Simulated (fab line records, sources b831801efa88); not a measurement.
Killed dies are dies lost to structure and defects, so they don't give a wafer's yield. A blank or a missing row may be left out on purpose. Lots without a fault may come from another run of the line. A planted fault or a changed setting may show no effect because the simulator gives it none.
Which tool did it? | flow sky130 | 11 lots, 33 wafers sampled, at 3 steps of a route of 708

WHAT THE GAUGES READ, wafer by wafer
SKY_NWELL_OVL_MEAS_10. Usual: NWELL_00_OVL 0.3 nm, standard deviation 1.2.
lot  | measured     | on         | NWELL_00_OVL (nm) | flag
L633 | day 5 02:58  | overlay-01 | -2.7 1.8 -2.3     |
L647 | day 8 09:21  | overlay-01 | 1.0 -1.6 1.4      |
L648 | day 8 14:22  | overlay-02 | 0.6 0.3 0.9       |
L649 | day 8 15:29  | overlay-01 | 0.8 -1.5 0.7      |
L650 | day 8 21:52  | overlay-02 | -1.4 0.3 -1.1     |
L651 | day 9 07:02  | overlay-02 | 2.3 1.1 -0.2      |
L652 | day 9 13:08  | overlay-02 | 2.1 1.5 0.3       |
L655 | day 10 02:34 | overlay-02 | 1.0 0.4 0.3       |

WHICH TOOL RAN EACH LOT (tool, then ch and the chambers of the sampled wafers, then the start)
lot  | SKY_FIELD_ISO_ETCH_15             | SKY_FIELD_ISO_STRIP_16
L633 | rie_diel-01 ch 1,2, day 2 13:07   | plasma_asher-04 ch 0,1, day 2 13:12
L636 | rie_diel-04 ch 0,1,3, day 3 02:04 | plasma_asher-03 ch 0,1, day 3 02:08
L637 | rie_diel-01 ch 1,2,3, day 3 07:55 | plasma_asher-01 ch 0,1, day 3 07:58
L638 | rie_diel-02 ch 1,2,3, day 3 13:28 | plasma_asher-04 ch 0,1, day 3 13:32
L647 | rie_diel-04 ch 0,1,3, day 5 10:13 | plasma_asher-03 ch 0,1, day 5 10:16
L648 | rie_diel-01 ch 0,1, day 5 16:22   | plasma_asher-03 ch 0,1, day 5 16:25
L649 | rie_diel-01 ch 2,3, day 5 19:40   | plasma_asher-03 ch 0,1, day 5 19:44
L650 | rie_diel-04 ch 0,3, day 6 00:55   | plasma_asher-01 ch 0,1, day 6 00:58
L651 | rie_diel-04 ch 0,2,3, day 6 09:19 | plasma_asher-03 ch 0,1, day 6 09:24
L652 | rie_diel-02 ch 0,1,3, day 6 14:55 | plasma_asher-01 ch 0,1, day 6 14:59
L655 | rie_diel-01 ch 1,2, day 7 04:01   | plasma_asher-04 ch 0,1, day 7 04:07
- SKY_FIELD_ISO_ETCH_15: etches the open film in CHF3/O2, stops on Si, target depth 180 nm, time 72 s.
- SKY_FIELD_ISO_STRIP_16: strips in O2/N2.

WHAT THE TOOLS THEMSELVES READ (means of the sampled wafers that have a number; where no wafer has one, the mark that the record gives instead)
SKY_FIELD_ISO_ETCH_15. Usual: O2_flow_sccm 5.000 sccm, standard deviation 0.014; bias_w 199.9 W, standard deviation 0.64; drypump_motor_current_A 5.9 A, standard deviation 0.42; oes_product_au 0.948 a.u., standard deviation 0.0073; throttle_valve_pct 8.846 %, standard deviation 0.0093.
lot  | tool        | O2_flow_sccm (sccm) | bias_w (W) | drypump_motor_current_A (A) | oes_product_au (a.u.) | throttle_valve_pct (%) | flag
L633 | rie_diel-01 | 4.994               | 199.9      | 5.4                         | 0.952                 | 8.846                  |
L636 | rie_diel-04 | -                   | -          | -                           | -                     | -                      | OFF
L637 | rie_diel-01 | -                   | -          | -                           | -                     | -                      | OFF
L638 | rie_diel-02 | -                   | -          | -                           | -                     | -                      | OFF
L647 | rie_diel-04 | 5.010               | 199.8      | 6.1                         | 0.941                 | 8.856                  |
L648 | rie_diel-01 | 4.989               | 199.9      | 6.4                         | 0.951                 | 8.838                  |
L649 | rie_diel-01 | 4.981               | 199.1      | 5.5                         | 0.952                 | 8.851                  |
L650 | rie_diel-04 | 4.989               | 200.0      | 6.2                         | 0.946                 | 8.848                  |
L651 | rie_diel-04 | 5.012               | 199.8      | 5.8                         | 0.941                 | 8.836                  |
L652 | rie_diel-02 | 5.004               | 200.4      | 6.0                         | 0.953                 | 8.850                  |
L655 | rie_diel-01 | 4.989               | 199.9      | 5.4                         | 0.941                 | 8.836                  |

SKY_FIELD_ISO_STRIP_16. Usual: drypump_motor_current_A 6.10 A, standard deviation 0.28; oes_product_au 0.378 a.u., standard deviation 0.0047; strip_time_to_endpoint_s 3.55 s, standard deviation 0.035.
lot  | tool            | drypump_motor_current_A (A) | oes_product_au (a.u.) | strip_time_to_endpoint_s (s) | flag
L633 | plasma_asher-04 | 6.46                        | 0.375                 | 3.55                         |
L636 | plasma_asher-03 | 6.22                        | 0.446                 | 5.21                         | OFF
L637 | plasma_asher-01 | 5.82                        | 0.444                 | 5.21                         | OFF
L638 | plasma_asher-04 | 6.43                        | 0.443                 | 5.19                         | OFF
L647 | plasma_asher-03 | 6.13                        | 0.378                 | 3.54                         |
L648 | plasma_asher-03 | 6.22                        | 0.382                 | 3.53                         |
L649 | plasma_asher-03 | 6.22                        | 0.380                 | 3.56                         |
L650 | plasma_asher-01 | 5.78                        | 0.379                 | 3.50                         |
L651 | plasma_asher-03 | 6.14                        | 0.380                 | 3.57                         |
L652 | plasma_asher-01 | 5.81                        | 0.378                 | 3.55                         |
L655 | plasma_asher-04 | 6.45                        | 0.381                 | 3.58                         |

THE ANSWER, worked out from the rows above alone
Rule: a lot is off if the mean of its wafers that have a number lies more than 3 standard deviations from the usual mean. A lot without any number at a reading at which 4 lots or more have one is off too. The other lots that the step has rows for count as sound. The gauges are gone through in route order, then the tools' own readings, and for those a lot's mean is taken as printed above. The first step at which some lot is off is used, and at that step the reading that is off furthest; a lot without a number counts as furthest.
Off: L636, L637, L638, at SKY_FIELD_ISO_ETCH_15 (O2_flow_sccm). Without a number there: L636, L637, L638.
A tool fits if, at that step or a process step before it, it ran every lot that is off, and no sound lot after the first of them. None of those tried fits.

WHAT THE SIMULATOR HAD PUT IN
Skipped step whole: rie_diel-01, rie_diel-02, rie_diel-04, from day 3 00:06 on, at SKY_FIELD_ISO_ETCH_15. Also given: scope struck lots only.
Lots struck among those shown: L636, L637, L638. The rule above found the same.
